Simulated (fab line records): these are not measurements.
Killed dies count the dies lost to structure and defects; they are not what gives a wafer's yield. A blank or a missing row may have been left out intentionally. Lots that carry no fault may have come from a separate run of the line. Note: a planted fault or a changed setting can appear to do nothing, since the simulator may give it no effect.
Matching of chambers | flow gf180mcu | GF_V3_CMP_04 on cmp-02 has 4 sister chambers
The step polishes SiO2. 8 wafers are shown with their chamber, then 12 later ones without.

WAFERS WITH THEIR CHAMBER
wafer  | chamber | motor current A (A) | time to endpoint s (s)
L080.3 | 0       | 12.2                | 73
L080.4 | 3       | 11.5                | 80
L080.6 | 1       | 11.7                | 83
L081.2 | 3       | 11.5                | 77
L081.3 | 1       | 11.1                | 85
L082.1 | 0       | 12.4                | 79
L082.4 | 2       | 16.0                | 81
L082.5 | 2       | 15.1                | 83

WAFERS MISSING THEIR CHAMBER
wafer  | motor current A (A) | time to endpoint s (s)
L083.3 | 15.2                | 69
L083.4 | 12.3                | 72
L083.6 | 11.0                | 82
L084.2 | 11.3                | 76
L084.3 | 11.6                | 74
L084.5 | 14.4                | 75
L087.2 | 12.0                | 69
L087.3 | 14.2                | 74
L087.5 | 11.5                | 79
L097.2 | 13.7                | 79
L097.4 | 11.5                | 78
L097.5 | 11.2                | 87

WHICH CHAMBER EACH WENT THROUGH
wafer  | from the rows above          | in truth
L083.3 | 2                            | 2
L083.4 | can't be placed: 0 or 3      | 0
L083.6 | can't be placed: 1 or 3      | 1
L084.2 | can't be placed: 3 or 0      | 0
L084.3 | can't be placed: 3 or 0      | 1
L084.5 | can't be placed: 2 or 0      | 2
L087.2 | can't be placed: 0 or 3      | 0
L087.3 | can't be placed: 2 or 0      | 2
L087.5 | can't be placed: 3 or 1      | 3
L097.2 | can't be placed: 0 or 2 or 3 | 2
L097.4 | 3                            | 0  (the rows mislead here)
L097.5 | 1                            | 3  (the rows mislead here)
Placed correctly: 1 of 12. Cannot be placed on the basis of these rows: 9; the candidates contain the true chamber in 8. Number placed wrongly: 2.
How it was worked out, from the rows above alone: a wafer's distance from a chamber is the root of the sum, over the readings, of the square of ((its reading less the chamber's mean) divided by the reading's scatter). If the next closest chamber is less than 2 further off than the closest, the wafer can't be placed; otherwise it belongs to the closest. A chamber's mean is the mean of its shown wafers. The scatter: the root of (the sum of the squares of (reading less its chamber's mean) over the shown wafers, divided by (wafers less chambers)).
